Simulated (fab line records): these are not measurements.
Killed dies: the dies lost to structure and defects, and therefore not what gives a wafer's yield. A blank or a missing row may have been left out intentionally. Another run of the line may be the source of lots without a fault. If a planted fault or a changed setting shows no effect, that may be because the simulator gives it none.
Struck lot and sound lot, side by side || flow sky130 || 17 out of 708 route steps
Sound: the wafers L274.1, L274.3, L274.6. The struck wafers were L292.1, L292.2, L292.3. At the end, the cause is stated.
For every step that has rows: the tool of each side, followed by ch and its chambers, followed by its first start. Under that, the readings that differ: sound wafers || struck wafers || difference of the means || sigmas: that difference in standard deviations of wafers without a fault.
alike: readings with means less than 2 such deviations apart, plus words and numbers identical on both sides. not compared: withheld readings, readings lacking a value on some wafer, bounds such as >300 that could conceal the same value, and numbers that have no deviation in the record and whose values overlap.
The two part at a step that has a row with sigmas, a row that says differs or no value, or rows on one side only. Numbers that don't overlap but have no deviation are shown without sigmas and don't part them. Lack of a reading on every wafer of one side parts them only where that side has two or more wafers.

SKY_VT_ADJUST_HVTR_OVL_MEAS_08:
  sound: overlay-01 at day 10 01:43; struck: overlay-02 at day 15 06:10
  alike: VT_ADJUST_HVTR_OVL
next, for these wafers, 1 step has no rows: SKY_VT_ADJUST_HVTR_IMPLANT_09.
SKY_VT_ADJUST_HVTR_STRIP_10: strips in O2/N2.
  sound on plasma_asher-04 ch 0,1, day 10 01:54; struck on plasma_asher-04 ch 0,1, day 15 06:21
  alike: drypump_motor_current_A, oes_product_au, strip_time_to_endpoint_s
  not compared: rf_hours_counter_h
SKY_VT_ADJUST_HVTR_TW_MEAS_11:
  sound: film_metro-01 at day 10 02:00; struck: film_metro-01 at day 15 06:27
  alike: VT_ADJUST_HVTR_TW
then, 7 steps without rows for these wafers: SKY_VT_ADJUST_PCH_DEHYDRATE_00 (time 60 s); SKY_VT_ADJUST_PCH_HMDS_01 (prime time 60 s); SKY_VT_ADJUST_PCH_COAT_02 (resist thk 3000 nm); SKY_VT_ADJUST_PCH_SOFTBAKE_03; SKY_VT_ADJUST_PCH_EXPOSE_04 (exposes mask NWM, target cd 840 nm); SKY_VT_ADJUST_PCH_PEB_05; SKY_VT_ADJUST_PCH_DEVELOP_06 (develop time 60 s).
SKY_VT_ADJUST_PCH_OVL_MEAS_07:
  sound: overlay-02 at day 11 01:28; struck: overlay-01 at day 16 07:25
{"reading": "VT_ADJUST_PCH_OVL (nm)", "sound": "2.9 0.7 1.9", "struck": "-2.0 -1.1 -1.8", "difference": -3.5, "sigmas": -2}
SKY_VT_ADJUST_PCH_IMPLANT_08:
  sound on implanter-01 ch 0, day 11 01:29; struck on implanter-01 ch 0, day 16 07:27
{"reading": "dose_ions_cm2", "sound": "4.999e+11 4.998e+11 4.992e+11", "struck": "3.268e+11 3.275e+11 3.269e+11", "difference": -1.726e+11, "sigmas": "-99 or more"}
{"reading": "faraday_current_uA", "sound": "2.78 2.77 2.79", "struck": "1.85 1.86 1.90", "difference": -0.91, "sigmas": -17}
SKY_VT_ADJUST_PCH_STRIP_09: strips in O2/N2.
  sound on plasma_asher-02 ch 0,1, day 11 01:38; struck on plasma_asher-01 ch 0,1, day 16 07:36
{"reading": "oes_product_au (a.u.)", "sound": "0.728 0.730 0.721", "struck": "0.716 0.718 0.716", "difference": -0.010, "sigmas": -2}
  alike: drypump_motor_current_A, strip_time_to_endpoint_s
  not compared: rf_hours_counter_h
SKY_VT_ADJUST_PCH_TW_MEAS_10:
  sound: film_metro-02 at day 11 01:44; struck: film_metro-02 at day 16 07:42
{"reading": "VT_ADJUST_PCH_TW", "sound": "146.1 146.5 146.0", "struck": "131.1 130.4 130.8", "difference": -15.4, "sigmas": -9}
then, 1 step without rows for these wafers: SKY_SONOS_TUNNEL_DEHYDRATE_00 (time 60 s).
-- here the record skips 35 days between the struck wafers' starts before and after, leaving off in module SONOS_TUNNEL and picking up in module PAD_OPEN (first step shown: number 708 of the route) --
SKY_PAD_OPEN_PROBE_99:
  sound: prober-01 at day 47 06:00; struck: prober-01 at day 50 22:58
{"reading": "model.etest.pfet_01v8_lvt.drive_ua_um", "sound": "178.1 181.6 180.9", "struck": "167.8 169.2 168.4", "difference": -11.7, "sigmas": ""}
{"reading": "model.etest.pfet_g5v0d10v5.off_log10_a_um", "sound": "-12.07 -11.98 -12.13", "struck": "-13.06 -13.11 -13.37", "difference": -1.12, "sigmas": ""}
{"reading": "model.etest.pfet_01v8_lvt.off_log10_a_um", "sound": "-8.414 -8.35 -8.38", "struck": "-9.35 -9.318 -9.359", "difference": -0.96, "sigmas": ""}
{"reading": "model.etest.pfet_g5v0d10v5.vt_sat_v (V)", "sound": "-0.5923 -0.5817 -0.593", "struck": "-0.6887 -0.6877 -0.7071", "difference": -0.1055, "sigmas": ""}
{"reading": "model.etest.pfet_16v.vt_v (V)", "sound": "-1.068 -1.061 -1.066", "struck": "-1.166 -1.16 -1.162", "difference": -0.098, "sigmas": ""}
{"reading": "model.etest.pfet_g5v0d10v5.vt_v (V)", "sound": "-0.8001 -0.7951 -0.8053", "struck": "-0.8741 -0.8779 -0.8915", "difference": -0.0810, "sigmas": ""}
{"reading": "model.etest.pfet_g5v0d10v5.vt_long_v (V)", "sound": "-0.9073 -0.9057 -0.9058", "struck": "-0.988 -0.9858 -0.9837", "difference": -0.080, "sigmas": ""}
{"reading": "model.etest.pfet_01v8_lvt.vt_sat_v (V)", "sound": "-0.4142 -0.414 -0.41", "struck": "-0.4813 -0.4736 -0.4777", "difference": -0.0648, "sigmas": ""}
  alike: killed_at_M0_to_M3, killed_at_M4_up, killed_at_contacts, killed_at_front_end, killed_at_other, killed_dies, killed_open, killed_short

## WHERE THEY PART
Earliest at SKY_VT_ADJUST_PCH_OVL_MEAS_07; latest, in this record, at SKY_VT_ADJUST_PCH_TW_MEAS_10. Later steps at which nothing parts them and some readings are alike: SKY_PAD_OPEN_PROBE_99.

WHY: the cause the simulator had injected
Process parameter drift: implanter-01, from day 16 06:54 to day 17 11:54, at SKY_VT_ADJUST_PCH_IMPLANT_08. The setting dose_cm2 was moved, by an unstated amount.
